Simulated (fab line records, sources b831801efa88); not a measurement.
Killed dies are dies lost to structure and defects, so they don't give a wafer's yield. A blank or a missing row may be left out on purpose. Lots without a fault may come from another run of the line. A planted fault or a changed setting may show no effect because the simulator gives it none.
Which tool did it? | flow sfq_line | 13 lots, 39 wafers sampled, at 4 steps of a route of 325

WHAT THE GAUGES READ, wafer by wafer
SFQ_L0_RS_MEAS_901: measures by four-point-probe. Usual: L0_MONX_KI_RS 43.7 ohm/sq, standard deviation 0.41.
lot  | measured    | on            | L0_MONX_KI_RS (ohm/sq) | flag
L927 | day 1 12:35 | film_metro-02 | 43.8 44.0 43.8         |
L929 | day 1 22:34 | film_metro-02 | 44.3 44.5 44.0         |
L931 | day 2 08:35 | film_metro-04 | 43.6 43.9 44.2         |
L932 | day 2 13:36 | film_metro-01 | 43.9 43.5 44.1         |
L933 | day 2 18:34 | film_metro-01 | 43.6 43.8 43.8         |
L934 | day 2 23:35 | film_metro-04 | 43.7 43.7 44.0         |
L936 | day 3 09:34 | film_metro-02 | 44.0 44.1 43.8         |
L937 | day 3 14:36 | film_metro-02 | 44.1 43.3 43.7         |
L944 | day 5 01:34 | film_metro-01 | 44.2 44.2 44.0         |
L947 | day 5 16:34 | film_metro-02 | 43.8 43.4 43.3         |
L948 | day 5 21:34 | film_metro-01 | 43.2 42.9 43.0         |
L949 | day 6 02:36 | film_metro-01 | 43.4 43.7 43.8         |
L950 | day 6 07:34 | film_metro-01 | 43.8 43.9 44.0         |

SFQ_M1_RS_MEAS_909: measures by four-point-probe. Usual: M1_NB_RS 0.891 ohm/sq, standard deviation 0.0098.
lot  | measured     | on            | M1_NB_RS (ohm/sq) | flag
L927 | day 10 16:38 | film_metro-03 | 0.891 0.895 0.897 |
L929 | day 11 11:49 | film_metro-03 | 0.887 0.894 0.892 |
L931 | day 12 02:14 | film_metro-01 | 0.885 0.883 0.891 |
L932 | day 12 07:04 | film_metro-01 | 0.902 0.897 0.900 |
L933 | day 12 09:25 | film_metro-03 | 0.882 0.884 0.882 |
L934 | day 12 15:26 | film_metro-02 | 0.905 0.896 0.894 |
L936 | day 12 23:49 | film_metro-03 | 0.863 0.869 0.874 |
L937 | day 13 09:32 | film_metro-02 | 0.903 0.902 0.897 |
L944 | day 15 07:52 | film_metro-02 | 0.905 0.940 0.909 |
L947 | day 16 11:16 | film_metro-02 | 0.885 0.885 0.892 |
L948 | day 16 14:57 | film_metro-02 | 0.896 0.890 0.897 |
L949 | day 16 23:20 | film_metro-01 | 0.909 0.894 0.911 |
L950 | day 17 01:41 | film_metro-02 | 0.901 0.905 0.912 |

WHICH TOOL RAN EACH LOT (tool, then ch and the chambers of the sampled wafers, then the start)
lot  | SFQ_TRILAYER_L0_VIA_STRIP_STRIP_017 | SFQ_TRILAYER_M1_DEP_SPUTTER_037
L927 | rie_metal-01 ch 0, day 3 20:11      | pvd_sputter-05, day 10 16:32
L929 | rie_metal-02 ch 0,1, day 4 02:56    | pvd_sputter-06, day 11 11:44
L931 | rie_metal-03 ch 0,1, day 4 20:56    | pvd_sputter-06, day 12 02:08
L932 | rie_metal-03 ch 0,1, day 5 01:56    | pvd_sputter-03, day 12 06:56
L933 | rie_metal-01 ch 0,1, day 5 02:56    | pvd_sputter-05, day 12 09:20
L934 | rie_metal-01 ch 0,1, day 5 07:44    | pvd_sputter-03, day 12 15:20
L936 | rie_metal-01 ch 0,1, day 5 16:08    | pvd_sputter-06, day 12 23:44
L937 | rie_metal-01 ch 0,1, day 5 19:56    | pvd_sputter-06, day 13 09:25
L944 | rie_metal-01 ch 0,1, day 7 02:59    | pvd_sputter-06, day 15 07:47
L947 | rie_metal-02 ch 1, day 7 20:59      | pvd_sputter-03, day 16 11:11
L948 | rie_metal-01 ch 0,1, day 8 00:35    | pvd_sputter-03, day 16 14:52
L949 | rie_metal-01 ch 1, day 8 05:35      | pvd_sputter-03, day 16 23:12
L950 | rie_metal-02 ch 0,1, day 8 07:47    | pvd_sputter-05, day 17 01:36
- SFQ_TRILAYER_L0_VIA_STRIP_STRIP_017: strips in O2.
- SFQ_TRILAYER_M1_DEP_SPUTTER_037: material Nb, target thk 200 nm, time 133.3 s.

WHAT THE TOOLS THEMSELVES READ (means of the sampled wafers that have a number; where no wafer has one, the mark that the record gives instead)
SFQ_TRILAYER_L0_VIA_STRIP_STRIP_017. Usual: drypump_motor_current_A 5.5 A, standard deviation 0.39; he_backside_leak_sccm 3.35 sccm, standard deviation 0.15; oes_product_au 0.999 a.u., standard deviation 0.0083.
lot  | tool         | drypump_motor_current_A (A) | he_backside_leak_sccm (sccm) | oes_product_au (a.u.) | flag
L927 | rie_metal-01 | 5.4                         | 3.33                         | 1.011                 |
L929 | rie_metal-02 | 5.6                         | 3.18                         | 1.002                 |
L931 | rie_metal-03 | 6.0                         | 3.37                         | 0.991                 |
L932 | rie_metal-03 | 5.5                         | 3.36                         | 0.996                 |
L933 | rie_metal-01 | 5.3                         | 3.28                         | 1.003                 |
L934 | rie_metal-01 | 5.4                         | 3.34                         | 1.005                 |
L936 | rie_metal-01 | 5.4                         | 3.34                         | 1.002                 |
L937 | rie_metal-01 | 5.4                         | 3.16                         | 1.003                 |
L944 | rie_metal-01 | 5.4                         | 3.35                         | 1.004                 |
L947 | rie_metal-02 | 5.7                         | 3.15                         | 0.991                 |
L948 | rie_metal-01 | 5.4                         | 3.28                         | 1.003                 |
L949 | rie_metal-01 | 5.4                         | 3.29                         | 1.002                 |
L950 | rie_metal-02 | 5.6                         | 3.38                         | 0.992                 |

SFQ_TRILAYER_M1_DEP_SPUTTER_037. Usual: throttle_valve_pct 30.0 %, standard deviation 1.2.
lot  | tool           | throttle_valve_pct (%) | flag
L927 | pvd_sputter-05 | 29.7                   |
L929 | pvd_sputter-06 | 30.6                   |
L931 | pvd_sputter-06 | 30.9                   |
L932 | pvd_sputter-03 | 30.3                   |
L933 | pvd_sputter-05 | 30.4                   |
L934 | pvd_sputter-03 | 30.8                   |
L936 | pvd_sputter-06 | 30.3                   |
L937 | pvd_sputter-06 | 30.4                   |
L944 | pvd_sputter-06 | 29.1                   |
L947 | pvd_sputter-03 | 30.4                   |
L948 | pvd_sputter-03 | 29.0                   |
L949 | pvd_sputter-03 | 28.3                   |
L950 | pvd_sputter-05 | 30.1                   |

THE ANSWER, worked out from the rows above alone
Rule: a lot is off if the mean of its wafers that have a number lies more than 3 standard deviations from the usual mean. A lot without any number at a reading at which 4 lots or more have one is off too. The other lots that the step has rows for count as sound. The gauges are gone through in route order, then the tools' own readings, and for those a lot's mean is taken as printed above. The first step at which some lot is off is used, and at that step the reading that is off furthest; a lot without a number counts as furthest.
No lot is off at any reading shown: from this, nothing can be told.

WHAT THE SIMULATOR HAD PUT IN
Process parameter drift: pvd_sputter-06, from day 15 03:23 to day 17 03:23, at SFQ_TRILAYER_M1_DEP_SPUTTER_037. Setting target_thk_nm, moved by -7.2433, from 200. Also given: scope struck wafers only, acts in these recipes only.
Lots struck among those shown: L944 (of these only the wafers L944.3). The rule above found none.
